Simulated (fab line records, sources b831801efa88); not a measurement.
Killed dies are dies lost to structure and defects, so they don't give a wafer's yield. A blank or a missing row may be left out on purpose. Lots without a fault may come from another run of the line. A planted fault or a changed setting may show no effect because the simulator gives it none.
A struck lot beside a sound one | flow sky130 | 26 steps out of a route of 708
Sound: wafers L885.3, L885.4, L885.6. Struck: wafers L892.1, L892.3, L892.6. The cause comes at the end.
At each step with rows: each side's tool, then ch and its chambers, then its first start. Under that, the readings that differ: sound wafers | struck wafers | difference of the means | sigmas: that difference in standard deviations of wafers without a fault.
alike: readings whose means differ by less than 2 such deviations, and words and numbers that are the same on both sides. not compared: withheld readings, readings that some wafer has no value for, bounds like >300 that may hide the same value, and numbers for which the record gives no deviation and whose values overlap.
The two part at a step that has a row with sigmas, a row that says differs or no value, or rows on one side only. Numbers that don't overlap but have no deviation are shown without sigmas and don't part them. A reading that every wafer of one side lacks parts them only if that side has two wafers or more.

SKY_PWDE_TW_MEAS_10:
  sound on film_metro-03, day 5 12:10; struck on film_metro-01, day 7 02:53
  reading | sound       | struck      | difference | sigmas
  PWDE_TW | 378 379 377 | 370 372 371 | -7         | -2
then, 7 steps without rows for these wafers: SKY_NWELL_DEHYDRATE_03 (time 60 s); SKY_NWELL_HMDS_04 (prime time 60 s); SKY_NWELL_COAT_05 (resist thk 3000 nm); SKY_NWELL_SOFTBAKE_06; SKY_NWELL_EXPOSE_07 (exposes mask NWM, target cd 840 nm); SKY_NWELL_PEB_08; SKY_NWELL_DEVELOP_09 (develop time 60 s).
SKY_NWELL_OVL_MEAS_10:
  sound on overlay-01, day 6 05:52; struck on overlay-02, day 7 22:50
  alike: NWELL_00_OVL
then, 3 steps without rows for these wafers: SKY_NWELL_IMPLANT_11; SKY_NWELL_IMPLANT_12; SKY_NWELL_IMPLANT_13.
SKY_NWELL_STRIP_14: strips in O2/N2.
  sound on plasma_asher-02 ch 0,1, day 6 06:23; struck on plasma_asher-02 ch 0,1, day 7 23:19
  no value came back on the struck wafers for chamber_pressure_mTorr (mTorr), drypump_motor_current_A (A), oes_product_au (a.u.), strip_time_to_endpoint_s (s); on the sound wafers chamber_pressure_mTorr (mTorr) reads 1502.4 1499.8 1500.8
  reading                                 | sound | struck         | difference | sigmas
  model.coat_of_NWELL_COAT_05.thk_nm (nm) | 0 0 0 | 3000 2999 3006 | +3002      |
  not compared: rf_hours_counter_h
SKY_NWELL_TW_MEAS_15:
  sound on film_metro-03, day 6 06:28; struck on film_metro-03, day 7 23:25
  alike: NWELL_TW
then, 7 steps without rows for these wafers: SKY_NWELL_DEHYDRATE_16 (time 60 s); SKY_NWELL_HMDS_17 (prime time 60 s); SKY_NWELL_COAT_18 (resist thk 3000 nm); SKY_NWELL_SOFTBAKE_19; SKY_NWELL_EXPOSE_20 (exposes mask NWM COMPLEMENT, target cd 840 nm); SKY_NWELL_PEB_21; SKY_NWELL_DEVELOP_22 (develop time 60 s).
SKY_NWELL_OVL_MEAS_23:
  sound on overlay-01, day 7 02:11; struck on overlay-02, day 8 20:23
  alike: NWELL_01_OVL
then, 1 step without rows for these wafers: SKY_NWELL_IMPLANT_24.
SKY_NWELL_STRIP_25: strips in O2/N2.
  sound on plasma_asher-01 ch 0,1, day 7 02:24; struck on plasma_asher-03 ch 0,1, day 8 20:34
  reading                      | sound             | struck            | difference | sigmas
  oes_product_au (a.u.)        | 0.726 0.724 0.711 | 0.738 0.743 0.741 | +0.020     | +5
  strip_time_to_endpoint_s (s) | 36.95 36.91 36.86 | 81.40 81.46 81.52 | +44.55     | +99 or more
  alike: chamber_pressure_mTorr, drypump_motor_current_A
  not compared: rf_hours_counter_h
SKY_NWELL_TW_MEAS_26:
  sound on film_metro-03, day 7 02:29; struck on film_metro-02, day 8 20:40
  reading    | sound       | struck   | difference | sigmas
  NWELL_2_TW | 504 506 504 | 30 30 30 | -475       | -99 or more
then, 1 step without rows for these wafers: SKY_NWELL_CLEAN_27 (cleans in SC1/SC2, time 150 s).

WHERE THEY PART
First at SKY_PWDE_TW_MEAS_10; last, within this record, at SKY_NWELL_TW_MEAS_26.

WHY: what the simulator had put in
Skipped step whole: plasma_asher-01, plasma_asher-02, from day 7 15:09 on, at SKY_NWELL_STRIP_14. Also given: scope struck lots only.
